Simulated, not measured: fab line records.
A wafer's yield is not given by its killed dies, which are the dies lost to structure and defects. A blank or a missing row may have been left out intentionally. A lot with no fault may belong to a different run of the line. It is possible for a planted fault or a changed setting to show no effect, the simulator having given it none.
What tool caused it? / flow sfq_line / Sampling: 14 lots, 42 wafers, 4 of 325 route steps

WHAT THE GAUGES READ, wafer by wafer
SFQ_M8_OVL_MEAS_948. Usual: for M8_OVL the level is 5 nm and the standard deviation is 5.9.
lot=L567; measured=day 84 15:30; on=overlay-02; M8_OVL (nm)=7 -3 0; flag=
lot=L568; measured=day 87 00:35; on=overlay-01; M8_OVL (nm)=7 3 4; flag=
lot=L569; measured=day 87 02:59; on=overlay-01; M8_OVL (nm)=12 12 7; flag=
lot=L570; measured=day 87 04:11; on=overlay-01; M8_OVL (nm)=-5 0 1; flag=
lot=L574; measured=day 87 13:14; on=overlay-01; M8_OVL (nm)=- - -; flag=OFF
lot=L575; measured=day 87 15:37; on=overlay-01; M8_OVL (nm)=- - -; flag=OFF
lot=L580; measured=day 89 02:14; on=overlay-01; M8_OVL (nm)=3 12 5; flag=
lot=L581; measured=day 89 16:28; on=overlay-01; M8_OVL (nm)=12 11 13; flag=
lot=L582; measured=day 89 22:34; on=overlay-02; M8_OVL (nm)=-4 -6 0; flag=
lot=L583; measured=day 89 23:45; on=overlay-02; M8_OVL (nm)=7 6 12; flag=
lot=L584; measured=day 90 09:50; on=overlay-02; M8_OVL (nm)=14 14 9; flag=
lot=L585; measured=day 90 18:05; on=overlay-02; M8_OVL (nm)=13 9 17; flag=
lot=L586; measured=day 90 22:53; on=overlay-01; M8_OVL (nm)=2 0 9; flag=
lot=L590; measured=day 91 18:05; on=overlay-02; M8_OVL (nm)=12 7 12; flag=

SFQ_M8_RS_MEAS_949: uses a four-point probe to measure. Usual: for M8_AU_RS the level is 0.1526 ohm/sq and the standard deviation is 0.0015.
lot=L567; measured=day 84 16:19; on=film_metro-03; M8_AU_RS (ohm/sq)=0.1545 0.1544 0.1536; flag=
lot=L568; measured=day 87 01:23; on=film_metro-02; M8_AU_RS (ohm/sq)=0.1521 0.1535 0.1525; flag=
lot=L569; measured=day 87 03:46; on=film_metro-03; M8_AU_RS (ohm/sq)=0.1535 0.1546 0.1540; flag=
lot=L570; measured=day 87 04:59; on=film_metro-01; M8_AU_RS (ohm/sq)=0.1510 0.1526 0.1528; flag=
lot=L574; measured=day 87 14:03; on=film_metro-01; M8_AU_RS (ohm/sq)=0.1533 0.1550 0.1532; flag=
lot=L575; measured=day 87 16:26; on=film_metro-02; M8_AU_RS (ohm/sq)=0.1504 0.1509 0.1517; flag=
lot=L580; measured=day 89 03:02; on=film_metro-02; M8_AU_RS (ohm/sq)=0.1546 0.1544 0.1533; flag=
lot=L581; measured=day 89 17:15; on=film_metro-01; M8_AU_RS (ohm/sq)=0.1530 0.1539 0.1549; flag=
lot=L582; measured=day 89 23:22; on=film_metro-03; M8_AU_RS (ohm/sq)=0.1486 0.1502 0.1517; flag=
lot=L583; measured=day 90 00:32; on=film_metro-02; M8_AU_RS (ohm/sq)=0.1511 0.1513 0.1521; flag=
lot=L584; measured=day 90 10:38; on=film_metro-01; M8_AU_RS (ohm/sq)=0.1525 0.1510 0.1519; flag=
lot=L585; measured=day 90 18:53; on=film_metro-01; M8_AU_RS (ohm/sq)=0.1522 0.1527 0.1528; flag=
lot=L586; measured=day 90 23:40; on=film_metro-03; M8_AU_RS (ohm/sq)=0.1497 0.1520 0.1504; flag=
lot=L590; measured=day 91 18:52; on=film_metro-01; M8_AU_RS (ohm/sq)=0.1520 0.1523 0.1508; flag=

TOOL THAT RAN EACH LOT (tool first, then ch and the chambers of the sampled wafers, then the start)
lot=L567; SFQ_TRILAYER_M5_BARC_OPEN_METAL_ETCH_161=rie_metal-03 ch 0,1, day 51 01:14; SFQ_TRILAYER_C5_LITHO_EXPOSE_152=krf_scanner-01 ch 0, day 66 13:02
lot=L568; SFQ_TRILAYER_M5_BARC_OPEN_METAL_ETCH_161=rie_metal-01 ch 0,1, day 51 03:40; SFQ_TRILAYER_C5_LITHO_EXPOSE_152=krf_scanner-01 ch 0, day 66 15:14
lot=L569; SFQ_TRILAYER_M5_BARC_OPEN_METAL_ETCH_161=rie_metal-03 ch 0, day 51 09:59; SFQ_TRILAYER_C5_LITHO_EXPOSE_152=krf_scanner-02 ch 0, day 66 22:43
lot=L570; SFQ_TRILAYER_M5_BARC_OPEN_METAL_ETCH_161=rie_metal-02 ch 0,1, day 51 20:26; SFQ_TRILAYER_C5_LITHO_EXPOSE_152=krf_scanner-02 ch 0, day 67 10:55
lot=L574; SFQ_TRILAYER_M5_BARC_OPEN_METAL_ETCH_161=rie_metal-01 ch 0,1, day 52 21:16; SFQ_TRILAYER_C5_LITHO_EXPOSE_152=krf_scanner-02, day 68 11:38
lot=L575; SFQ_TRILAYER_M5_BARC_OPEN_METAL_ETCH_161=rie_metal-01 ch 0,1, day 54 01:37; SFQ_TRILAYER_C5_LITHO_EXPOSE_152=krf_scanner-02, day 69 10:14
lot=L580; SFQ_TRILAYER_M5_BARC_OPEN_METAL_ETCH_161=rie_metal-03 ch 0,1, day 56 05:04; SFQ_TRILAYER_C5_LITHO_EXPOSE_152=krf_scanner-01 ch 0, day 71 01:46
lot=L581; SFQ_TRILAYER_M5_BARC_OPEN_METAL_ETCH_161=rie_metal-03 ch 0,1, day 56 21:34; SFQ_TRILAYER_C5_LITHO_EXPOSE_152=krf_scanner-02 ch 0, day 71 20:01
lot=L582; SFQ_TRILAYER_M5_BARC_OPEN_METAL_ETCH_161=rie_metal-03 ch 0,1, day 56 23:59; SFQ_TRILAYER_C5_LITHO_EXPOSE_152=krf_scanner-02 ch 0, day 72 00:01
lot=L583; SFQ_TRILAYER_M5_BARC_OPEN_METAL_ETCH_161=rie_metal-03 ch 0,1, day 57 03:44; SFQ_TRILAYER_C5_LITHO_EXPOSE_152=krf_scanner-02 ch 0, day 72 02:01
lot=L584; SFQ_TRILAYER_M5_BARC_OPEN_METAL_ETCH_161=rie_metal-02 ch 0,1, day 58 07:56; SFQ_TRILAYER_C5_LITHO_EXPOSE_152=krf_scanner-02 ch 0, day 73 03:37
lot=L585; SFQ_TRILAYER_M5_BARC_OPEN_METAL_ETCH_161=rie_metal-02 ch 1, day 58 09:17; SFQ_TRILAYER_C5_LITHO_EXPOSE_152=krf_scanner-02 ch 0, day 73 09:25
lot=L586; SFQ_TRILAYER_M5_BARC_OPEN_METAL_ETCH_161=rie_metal-01 ch 0,1, day 58 11:41; SFQ_TRILAYER_C5_LITHO_EXPOSE_152=krf_scanner-01 ch 0, day 73 11:44
lot=L590; SFQ_TRILAYER_M5_BARC_OPEN_METAL_ETCH_161=rie_metal-01 ch 0,1, day 65 02:13; SFQ_TRILAYER_C5_LITHO_EXPOSE_152=krf_scanner-01 ch 0, day 74 17:44
- SFQ_TRILAYER_M5_BARC_OPEN_METAL_ETCH_161: etches BARC in O2, target depth 125 nm, time 41.7 s.
- SFQ_TRILAYER_C5_LITHO_EXPOSE_152: exposes mask C5, target cd 500 nm.

WHAT THE TOOLS THEMSELVES READ (means of the sampled wafers that have a number; where no wafer has one, the mark that the record gives instead)
SFQ_TRILAYER_M5_BARC_OPEN_METAL_ETCH_161. Usual: bias_w 80.02 W, standard deviation 0.23; drypump_motor_current_A 6.07 A, standard deviation 0.28; oes_product_au 0.685 a.u., standard deviation 0.0044.
lot=L567; tool=rie_metal-03; bias_w (W)=80.02; drypump_motor_current_A (A)=6.03; oes_product_au (a.u.)=0.688; flag=
lot=L568; tool=rie_metal-01; bias_w (W)=80.06; drypump_motor_current_A (A)=6.25; oes_product_au (a.u.)=0.685; flag=
lot=L569; tool=rie_metal-03; bias_w (W)=80.12; drypump_motor_current_A (A)=6.10; oes_product_au (a.u.)=0.685; flag=
lot=L570; tool=rie_metal-02; bias_w (W)=79.98; drypump_motor_current_A (A)=5.73; oes_product_au (a.u.)=0.687; flag=
lot=L574; tool=rie_metal-01; bias_w (W)=79.86; drypump_motor_current_A (A)=6.26; oes_product_au (a.u.)=0.684; flag=
lot=L575; tool=rie_metal-01; bias_w (W)=79.82; drypump_motor_current_A (A)=6.28; oes_product_au (a.u.)=0.685; flag=
lot=L580; tool=rie_metal-03; bias_w (W)=79.97; drypump_motor_current_A (A)=6.03; oes_product_au (a.u.)=0.683; flag=
lot=L581; tool=rie_metal-03; bias_w (W)=79.98; drypump_motor_current_A (A)=6.04; oes_product_au (a.u.)=0.680; flag=
lot=L582; tool=rie_metal-03; bias_w (W)=80.06; drypump_motor_current_A (A)=6.05; oes_product_au (a.u.)=0.693; flag=
lot=L583; tool=rie_metal-03; bias_w (W)=79.92; drypump_motor_current_A (A)=6.07; oes_product_au (a.u.)=0.688; flag=
lot=L584; tool=rie_metal-02; bias_w (W)=80.24; drypump_motor_current_A (A)=6.04; oes_product_au (a.u.)=0.683; flag=
lot=L585; tool=rie_metal-02; bias_w (W)=80.09; drypump_motor_current_A (A)=5.43; oes_product_au (a.u.)=0.684; flag=
lot=L586; tool=rie_metal-01; bias_w (W)=80.16; drypump_motor_current_A (A)=6.08; oes_product_au (a.u.)=0.683; flag=
lot=L590; tool=rie_metal-01; bias_w (W)=80.01; drypump_motor_current_A (A)=6.06; oes_product_au (a.u.)=0.685; flag=

SFQ_TRILAYER_C5_LITHO_EXPOSE_152. Usual: exposure_dose_mJ_cm2 21.301, standard deviation 0.02; focus_offset_nm 0.0 nm, standard deviation 0.51.
lot=L567; tool=krf_scanner-01; exposure_dose_mJ_cm2=21.314; focus_offset_nm (nm)=0.8; flag=
lot=L568; tool=krf_scanner-01; exposure_dose_mJ_cm2=21.291; focus_offset_nm (nm)=-0.2; flag=
lot=L569; tool=krf_scanner-02; exposure_dose_mJ_cm2=21.303; focus_offset_nm (nm)=0.0; flag=
lot=L570; tool=krf_scanner-02; exposure_dose_mJ_cm2=21.296; focus_offset_nm (nm)=-0.4; flag=
lot=L574; tool=krf_scanner-02; exposure_dose_mJ_cm2=-; focus_offset_nm (nm)=-; flag=OFF
lot=L575; tool=krf_scanner-02; exposure_dose_mJ_cm2=-; focus_offset_nm (nm)=-; flag=OFF
lot=L580; tool=krf_scanner-01; exposure_dose_mJ_cm2=21.328; focus_offset_nm (nm)=0.4; flag=
lot=L581; tool=krf_scanner-02; exposure_dose_mJ_cm2=21.279; focus_offset_nm (nm)=0.3; flag=
lot=L582; tool=krf_scanner-02; exposure_dose_mJ_cm2=21.308; focus_offset_nm (nm)=-0.4; flag=
lot=L583; tool=krf_scanner-02; exposure_dose_mJ_cm2=21.292; focus_offset_nm (nm)=-0.4; flag=
lot=L584; tool=krf_scanner-02; exposure_dose_mJ_cm2=21.302; focus_offset_nm (nm)=-0.6; flag=
lot=L585; tool=krf_scanner-02; exposure_dose_mJ_cm2=21.296; focus_offset_nm (nm)=0.1; flag=
lot=L586; tool=krf_scanner-01; exposure_dose_mJ_cm2=21.300; focus_offset_nm (nm)=-0.4; flag=
lot=L590; tool=krf_scanner-01; exposure_dose_mJ_cm2=21.322; focus_offset_nm (nm)=-0.5; flag=

THE ANSWER, worked out from the rows above alone
Rule: a lot counts as off when the mean over its wafers that have a number is more than 3 standard deviations away from the usual mean. Also off: a lot with no number at a reading for which 4 or more lots have one. The other lots that the step has rows for count as sound. First the gauges in route order, then the tools' own readings, where a lot's mean is used as printed above. The first step at which some lot is off is used, and at that step the reading that is off furthest; a lot without a number counts as furthest.
Off: L574, L575, seen at SFQ_M8_OVL_MEAS_948 (M8_OVL). Without a number there: L574, L575.
If a tool, at a process step before that reading, ran all the lots that are off and no sound lot after the first of them, it fits. Not tried: the gauges at SFQ_M8_OVL_MEAS_948; whatever is off there is also off at SFQ_TRILAYER_C5_LITHO_EXPOSE_152, on other tools, and gauge error can't account for it. None of those tried fits.

WHAT THE SIMULATOR PUT IN
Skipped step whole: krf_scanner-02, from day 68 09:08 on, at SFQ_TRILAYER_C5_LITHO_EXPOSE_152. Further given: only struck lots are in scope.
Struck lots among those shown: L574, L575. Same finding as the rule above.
